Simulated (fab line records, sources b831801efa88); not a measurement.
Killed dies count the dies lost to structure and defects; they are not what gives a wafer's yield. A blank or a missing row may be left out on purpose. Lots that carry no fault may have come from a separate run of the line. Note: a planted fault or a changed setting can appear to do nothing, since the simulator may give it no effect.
Comparing a struck lot with a sound one -- flow sky130 -- 15 steps out of a route of 708
Sound: these wafers, L668.2, L668.3, L668.4. Struck: wafers L661.3, L661.5. (L661.6 of the same lot was not struck and is left out.) The cause comes at the end.
For every step that has rows: the tool of each side, followed by ch and its chambers, followed by its first start. Under that, the readings that differ: sound wafers -- struck wafers -- difference of the means -- sigmas: that difference in standard deviations of wafers without a fault.
alike: readings with means less than 2 such deviations apart, plus words and numbers identical on both sides. not compared: withheld readings, readings lacking a value on some wafer, bounds such as >300 that could conceal the same value, and numbers that have no deviation in the record and whose values overlap.
A row with sigmas, a row that says differs or no value, or rows on one side alone: a step with any of these is where the two part. Non-overlapping numbers with no deviation appear without sigmas and do not part them. A reading missing from all wafers of one side parts the sides only when that side holds two or more wafers.

SKY_SONOS_ONO_THK_MEAS_03:
  struck on film metro-04, day 14 15:46; sound on film metro-02, day 16 17:25
  alike: SONOS_ONO_CVD_02_THK
then, 1 step without rows for these wafers: SKY_SONOS_ONO_CVD_04 (deposits SiO2 from SiH4/N2O, target thk 5.7199 nm).
SKY_SONOS_ONO_THK_MEAS_05:
  struck on film metro-04, day 14 18:25; sound on film metro-02, day 16 19:22
  alike: SONOS_ONO_CVD_04_THK
then, 7 steps without rows for these wafers: SKY_SONOS_ONO_DEHYDRATE_06 (time 60 s); SKY_SONOS_ONO_HMDS_07 (prime time 60 s); SKY_SONOS_ONO_COAT_08 (resist thk 1140 nm); SKY_SONOS_ONO_SOFTBAKE_09 (time 60 s); SKY_SONOS_ONO_EXPOSE_10 (exposes mask ONOM, target cd 410 nm); SKY_SONOS_ONO_PEB_11; SKY_SONOS_ONO_DEVELOP_12 (develop time 60 s).
SKY_SONOS_ONO_CD_MEAS_13: target cd 410 nm.
  struck on cd sem-02, day 15 20:55; sound on cd sem-01, day 17 23:11
  alike: cd nm
SKY_SONOS_ONO_OVL_MEAS_14:
  struck on overlay-01, day 15 21:01; sound on overlay-02, day 17 23:17
reading,sound,struck,difference,sigmas
SONOS_ONO_OVL (nm),-0.4 -0.6 -0.1,3.1 2.9,+3.4,+2
SKY_SONOS_ONO_ETCH_15: etches the open film in CHF3/O2, target depth 19.52 nm, time 7.8 s.
  sound on rie diel-03 ch 1,2,3, day 17 23:19; struck on rie diel-01 ch 0,3, day 15 21:02
reading,sound,struck,difference,sigmas
model.SONOS_ONO.feature depth nm (nm),19.22 20 19.97,8.447 8.386,-11.314,
model.etch.depth nm (nm),19.22 20 19.97,8.447 8.386,-11.314,
model.NOVOLAK_of_SONOS_ONO_COAT_08.thk nm (nm),1117 1122 1120,1131 1130,+11,
  alike: drypump motor current A, oes product au, throttle valve pct
  not compared: rf hours counter h
then, 1 step without rows for these wafers: SKY_SONOS_ONO_WET_ETCH_16 (etches SiO2 in dHF, target depth 14 nm, time 280 s).
-- a jump in the record: the struck wafers' starts before and after are 32 days apart (it breaks off in module SONOS_ONO and resumes in module PAD_OPEN, where the first step shown is number 708 of the route) --
SKY_PAD_OPEN_PROBE_99:
  struck on prober-02, day 48 03:39; sound on prober-02, day 49 03:44
reading,sound,struck,difference,sigmas
model.etest.nfet_16v.r on ohm um,1.429e+04 1.426e+04 1.424e+04,1.772e+04 1.791e+04,+3.552e+03,
model.etest.pfet_16v.r on ohm um,1.565e+04 1.571e+04 1.529e+04,1.585e+04 1.627e+04,+5.100e+02,
model.etest.pfet g5v0d10v5.r on ohm um,4857 4816 4854,5496 5476,+644,
model.etest.nfet g5v0d10v5.r on ohm um,1942 1917 1939,2426 2430,+495,
model.etest.nfet g5v0d10v5.drive ua um,585.2 594.5 585,396.7 398,-190.9,
model.etest.tip sonos.rs ohm sq,2617 2594 2635,2909 2840,+259,
model.etest.nfet_05v0_nvt.drive ua um,558.2 562.6 556.4,418.8 421,-139.2,
model.etest.nfet_16v.drive ua um,216.4 218.7 215.9,131.8 132.8,-84.7,
  alike: killed_at_M0_to_M3, killed_at_M4_up, killed at contacts, killed at front end, killed at other, killed dies, killed open, killed short

== WHERE THEY PART ==
At SKY_SONOS_ONO_OVL_MEAS_14 and nowhere else, as far as this record goes. Later steps at which nothing parts them and some readings are alike: SKY_SONOS_ONO_ETCH_15, SKY_PAD_OPEN_PROBE_99.

WHY: whatever the simulator had introduced
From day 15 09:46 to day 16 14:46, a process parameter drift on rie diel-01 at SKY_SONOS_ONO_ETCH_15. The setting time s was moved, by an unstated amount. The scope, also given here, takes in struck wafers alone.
